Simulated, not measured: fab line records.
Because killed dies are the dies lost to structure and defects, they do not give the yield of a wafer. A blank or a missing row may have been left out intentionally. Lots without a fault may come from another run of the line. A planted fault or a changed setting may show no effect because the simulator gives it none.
fab line records	flow gf180mcu
record lots=7	wafers=21	lastDay=34
route steps=602 shown V5@545
lots that met no fault: taken from a fault-free run of the same line
startH: start of the lot's first displayed wafer, in hours after the record's first day	waitH: hours since the lot's step before	" repeats the value in the row above	L1.1+2: several wafers, shown together as one row	- no value present, or no start provided	* or withheld: withheld	< > ~ a bound
route shown NAME@n: NAME is a module with steps in the file, n the number in the route of the first one	usual: the fault-free wafers' mean and standard deviation	same: alike in all rows	chamber/n: place in a boat	sites: each site's reading	_std_site: standard deviation across them	_edge_site: outer sites' mean less inner sites'	radiusMm: for every site, how far away it sits from the centre of the wafer	mask NAME#n: copy n	behind: tool/chamber where the wafer was last shaped	hold: the reason the lot was held/the length of the hold in hours/how it ended	device: names the non-switching transistor (n, p or np)	end of line: the tests these same wafers got at the end of their route	step lacking rows: just its recipe	killed: dies lost to structure and defects at the first sort, not the wafer's yield	map: shows each die of a wafer: x if killed, . if not, _ if none is there
set.NAME: the setting the step ran with; set.NAME@STEP: the setting that earlier step ran with	model.NAME: the simulator's own value behind a step, which no gauge read
certain route steps with their lots: each step a table, each wafer a row
services: when a tool's chamber went out of use (startH, in hours from the record's first day, below 0 if earlier), for how many hours, and the reason
## steps
# step GF_V5_BOW_MEAS_05
# recipe mode=bow
# usual V5_BOW=136/9.9
lot.wafer	tool	chamber	startH	waitH	V5_BOW[um]
L128.3	filmMetro-02	-	625.83	0.3	140
L128.5	"	-	"	"	138
L128.6	"	-	"	"	136
L136.3	filmMetro-02	-	684.28	0.2	131
L136.4	"	-	"	"	137
L136.6	"	-	"	"	140
L137.1	filmMetro-03	-	694.36	0.1	149
L137.2	"	-	"	"	142
L137.6	"	-	"	"	134
L138.2	filmMetro-03	-	702.07	0.2	132
L138.4	"	-	"	"	138
L138.5	"	-	"	"	126
L145.2	filmMetro-02	-	750.60	0.2	141
L145.5	"	-	"	"	130
L145.6	"	-	"	"	146
L147.2	filmMetro-03	-	755.05	0.3	124
L147.3	"	-	"	"	126
L147.6	"	-	"	"	123
L149.1	filmMetro-02	-	771.89	0.1	136
L149.3	"	-	"	"	144
L149.6	"	-	"	"	142
# step GF_V5_DEHYDRATE_06
# recipe tempC=200	timeS=60
# step GF_V5_HMDS_07
# recipe primeTimeS=60	primeTempC=120
# step GF_V5_COAT_08
# recipe resist=BARC	tempC=withheld	timeS=withheld	spinRpm=withheld	resistThkNm=withheld
# step GF_V5_COAT_09
# recipe resist=KrF	spinRpm=withheld	resistThkNm=1000
# step GF_V5_SOFTBAKE_10
# recipe tempC=130	timeS=60	resist=KrF
# step GF_V5_EXPOSE_11
# recipe maskId=Via5	targetCdNm=260	na=0.68	sourceShape=conventional	sigmaOuter=0.6	doseMj=38
# step GF_V5_PEB_12
# recipe pebTempC=135	pebTimeS=90	resist=KrF
# step GF_V5_DEVELOP_13
# recipe developTimeS=60	resist=KrF	devTempC=21
# step GF_V5_CD_MEAS_14
# recipe targetCdNm=260
# usual cdNm=260.2/1.4
lot.wafer	tool	chamber	startH	waitH	cdNm
L128.3	cdSem-01	-	645.80	0.1	257.9
L128.5	"	-	"	"	258.5
L128.6	"	-	"	"	258.7
L136.3	cdSem-01	-	702.62	0.1	259.9
L136.4	"	-	"	"	261.3
L136.6	"	-	"	"	260.8
L137.1	cdSem-01	-	712.54	0.1	259.0
L137.2	"	-	"	"	259.3
L137.6	"	-	"	"	257.9
L138.2	cdSem-02	-	719.55	0.1	260.4
L138.4	"	-	"	"	258.5
L138.5	"	-	"	"	259.3
L145.2	cdSem-01	-	766.46	0.1	261.6
L145.5	"	-	"	"	259.6
L145.6	"	-	"	"	260.4
L147.2	cdSem-01	-	771.50	0.1	262.9
L147.3	"	-	"	"	262.3
L147.6	"	-	"	"	261.2
L149.1	cdSem-02	-	787.44	0.1	261.8
L149.3	"	-	"	"	261.8
L149.6	"	-	"	"	262.5
# step GF_V5_OVL_MEAS_15
# usual V5_OVL=-2/5.3
lot.wafer	tool	chamber	startH	waitH	V5_OVL[nm]
L128.3	overlay-01	-	645.89	0.1	-7
L128.5	"	-	"	"	-12
L128.6	"	-	"	"	-6
L136.3	overlay-01	-	702.71	0.1	1
L136.4	"	-	"	"	-6
L136.6	"	-	"	"	-2
L137.1	overlay-01	-	712.66	0.1	3
L137.2	"	-	"	"	1
L137.6	"	-	"	"	2
L138.2	overlay-01	-	719.66	0.1	-7
L138.4	"	-	"	"	-13
L138.5	"	-	"	"	-1
L145.2	overlay-01	-	766.56	0.1	8
L145.5	"	-	"	"	0
L145.6	"	-	"	"	9
L147.2	overlay-02	-	771.61	0.1	-9
L147.3	"	-	"	"	-7
L147.6	"	-	"	"	-8
L149.1	overlay-01	-	787.56	0.1	10
L149.3	"	-	"	"	7
L149.6	"	-	"	"	-3
# step GF_V5_ETCH_16
# recipe chemistry=N2/H2	targetDepthA=withheld	overetchA=withheld	timeS=withheld	target=BARC	ionEnergyEv=200	sourceW=500	biasW=100	pressureMtorr=30	n2FlowSccm=100	h2FlowSccm=200
# usual biasW=99.96/0.3	chamberPressureMTorr=30.002/0.03	drypumpMotorCurrentA=5.8/0.48	oesProductAu=0.854/0.0047	throttleValvePct=13.225/0.0091
lot.wafer	tool	chamber	startH	waitH	biasW	chamberPressureMTorr	drypumpMotorCurrentA	oesProductAu	throttleValvePct
L128.3	rieDiel-04	1	645.91	0.0	100.39	30.001	5.0	0.856	13.212
L128.5	"	3	"	"	99.95	29.985	6.3	0.859	13.227
L128.6	"	0	"	"	100.12	29.973	6.1	0.857	13.226
L136.3	rieDiel-02	0	702.74	0.0	100.15	30.014	6.2	0.851	13.211
L136.4	"	1	"	"	100.07	29.964	5.5	0.859	13.224
L136.6	"	1	"	"	100.34	29.996	5.5	0.853	13.203
L137.1	rieDiel-04	3	712.69	0.0	100.05	30.002	6.4	0.855	13.221
L137.2	"	0	"	"	99.50	30.028	6.1	0.857	13.212
L137.6	"	3	"	"	100.24	30.034	6.4	0.852	13.234
L138.2	rieDiel-02	0	719.69	0.0	99.92	30.013	6.2	0.858	13.220
L138.4	"	2	"	"	100.24	29.964	5.7	0.854	13.229
L138.5	"	1	"	"	99.90	29.943	5.6	0.850	13.232
L145.2	rieDiel-04	0	766.59	0.0	100.07	29.991	6.1	0.851	13.219
L145.5	"	2	"	"	99.58	30.008	5.7	0.849	13.229
L145.6	"	3	"	"	100.14	29.980	6.4	0.856	13.230
L147.2	rieDiel-01	2	771.64	0.0	99.50	30.004	6.5	0.855	13.213
L147.3	"	1	"	"	99.66	30.050	5.2	0.846	13.235
L147.6	"	1	"	"	99.73	29.983	5.2	0.846	13.234
L149.1	rieDiel-01	0	787.59	0.0	100.11	30.021	5.5	0.857	13.224
L149.3	"	3	"	"	99.66	30.021	5.2	0.856	13.223
L149.6	"	0	"	"	99.85	30.005	5.4	0.859	13.232
# step GF_V5_ETCH_17
# recipe chemistry=C4F8/O2/Ar	maskMaterial=KrF	target=SiO2	stopOn=TiN	sourceW=1500	biasW=1200	pressureMtorr=40	c4f8FlowSccm=withheld	O2_flow_sccm=6	Ar_flow_sccm=300	timeS=withheld	targetDepthA=8550
# usual biasW=1200/3.8	chamberPressureMTorr=40.00/0.036	oesProductAu=0.859/0.0041
lot.wafer	tool	chamber	startH	waitH	biasW	chamberPressureMTorr	oesProductAu
L128.3	rieDiel-04	1	645	-	1201	39.99	0.862
L128.5	"	3	646	-	1200	39.95	0.859
L128.6	"	0	"	"	1204	39.99	0.860
L136.3	rieDiel-02	0	702	-	-	-	-
L136.4	"	1	"	"	-	-	-
L136.6	"	1	"	"	-	-	-
L137.1	rieDiel-04	3	712	-	-	-	-
L137.2	"	0	"	"	-	-	-
L137.6	"	3	"	"	-	-	-
L138.2	rieDiel-02	0	719	-	-	-	-
L138.4	"	2	"	"	-	-	-
L138.5	"	1	"	"	-	-	-
L145.2	rieDiel-04	0	766	-	1198	40.01	0.851
L145.5	"	2	"	"	1206	39.99	0.864
L145.6	"	3	"	"	1198	39.98	0.857
L147.2	rieDiel-01	2	771	-	1201	39.98	0.864
L147.3	"	1	"	"	1205	40.00	0.867
L147.6	"	1	"	"	1199	40.02	0.862
L149.1	rieDiel-01	0	787	-	1201	39.98	0.862
L149.3	"	3	"	"	1204	40.08	0.853
L149.6	"	0	"	"	1199	39.97	0.858
# step GF_V5_STRIP_18
# recipe chemistry=O2/N2	powerW=1400	pressureMtorr=1500	platenTempC=250	o2FlowSccm=3000	n2FlowSccm=300	overashFraction=0.5
# usual drypumpMotorCurrentA=5.9/0.37	heaterPowerW=365/27	oesProductAu=0.568/0.0045
lot.wafer	tool	chamber	startH	waitH	drypumpMotorCurrentA	heaterPowerW	oesProductAu	rfHoursCounterH
L128.3	plasmaAsher-02	0	646.10	-	6.3	347	0.568	-
L128.5	"	1	"	"	6.2	333	0.562	-
L128.6	"	0	"	"	6.3	344	0.566	-
L136.3	plasmaAsher-03	0	702.92	-	5.4	383	0.670	-
L136.4	"	1	"	"	5.8	399	0.669	-
L136.6	"	1	"	"	5.9	397	0.663	-
L137.1	plasmaAsher-02	1	712.85	-	6.3	333	0.668	110
L137.2	"	0	"	"	6.4	335	0.668	110
L137.6	"	1	"	"	6.2	333	0.669	-
L138.2	plasmaAsher-03	1	719.84	-	5.9	401	0.668	85
L138.4	"	0	"	"	5.4	388	0.672	-
L138.5	"	0	"	"	5.4	389	0.667	-
L145.2	plasmaAsher-03	0	766.74	-	5.4	380	0.575	90
L145.5	"	0	"	"	5.4	377	0.565	-
L145.6	"	1	"	"	5.9	397	0.565	-
L147.2	plasmaAsher-03	1	771.79	-	5.8	394	0.559	91
L147.3	"	0	"	"	5.4	379	0.561	-
L147.6	"	1	"	"	5.8	396	0.568	-
L149.1	plasmaAsher-01	0	787.74	-	6.3	371	0.572	40
L149.3	"	1	"	"	5.4	332	0.575	-
L149.6	"	0	"	"	6.3	372	0.568	-
# step GF_V5_STRIP_19
# recipe chemistry=postEtchResidueRemover	timeS=1200	tempC=72.5
## services
tool	chamber	startH	hours	kind
rieDiel-04	3	628.64	3.2	repair
plasmaAsher-01	-	667.04	1.1	repair
rieDiel-02	-	690.86	0.9	repair
rieDiel-02	-	698.44	0.3	repair
rieDiel-04	-	702.83	2.8	pm
rieDiel-01	1	710.64	-	clean
rieDiel-01	1	710.64	27.9	scheduledDown
rieDiel-01	1	710.64	27.9	ventCycle
plasmaAsher-02	-	713.35	3.3	repair
plasmaAsher-01	-	715.14	7.2	repair
plasmaAsher-02	-	733.75	9.0	pm
plasmaAsher-02	0	733.75	9.0	ventCycle
plasmaAsher-02	1	733.75	9.0	ventCycle
rieDiel-04	2	736.18	4.6	repair
plasmaAsher-02	0	742.75	-	clean
plasmaAsher-02	1	742.75	-	clean
plasmaAsher-01	-	752.11	0.4	repair
plasmaAsher-02	-	762.04	28.1	pm
rieDiel-02	3	769.61	9.0	repair
plasmaAsher-01	-	778.26	0.7	repair
rieDiel-02	-	783.63	1.8	repair
## key
firstSign step=GF_V5_ETCH_17	reading=toolRecord	direction=missing
effect step=GF_V5_STRIP_18	reading=oesProductAu	direction=up	sigmas=22	usual=0.568	struck=0.668
metAt GF_V5_ETCH_17
struckWafers L136.3,L136.4,L136.6,L137.1,L137.2,L137.6,L138.2,L138.4,L138.5
laterRowsLeftOut L136.3,L136.4,L136.6,L137.1,L137.2,L137.6,L138.2,L138.4,L138.5
sortLeftOut L136.3,L136.4,L136.6,L137.1,L137.2,L137.6,L138.2,L138.4,L138.5
onsetBetween 645 702
fault kind=skippedStepWhole	tool=rieDiel-02,rieDiel-04	chamber=-	onsetH=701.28	steps=GF_V5_ETCH_17	scope=struckLotsOnly
# sortLeftOut: the simulated sort isn't trusted on such a fault, so these wafers' sort isn't shown, and their yield isn't known
# laterRowsLeftOut: the simulator's readings of these wafers behind a module that went badly wrong aren't trusted and aren't shown, but for the sort
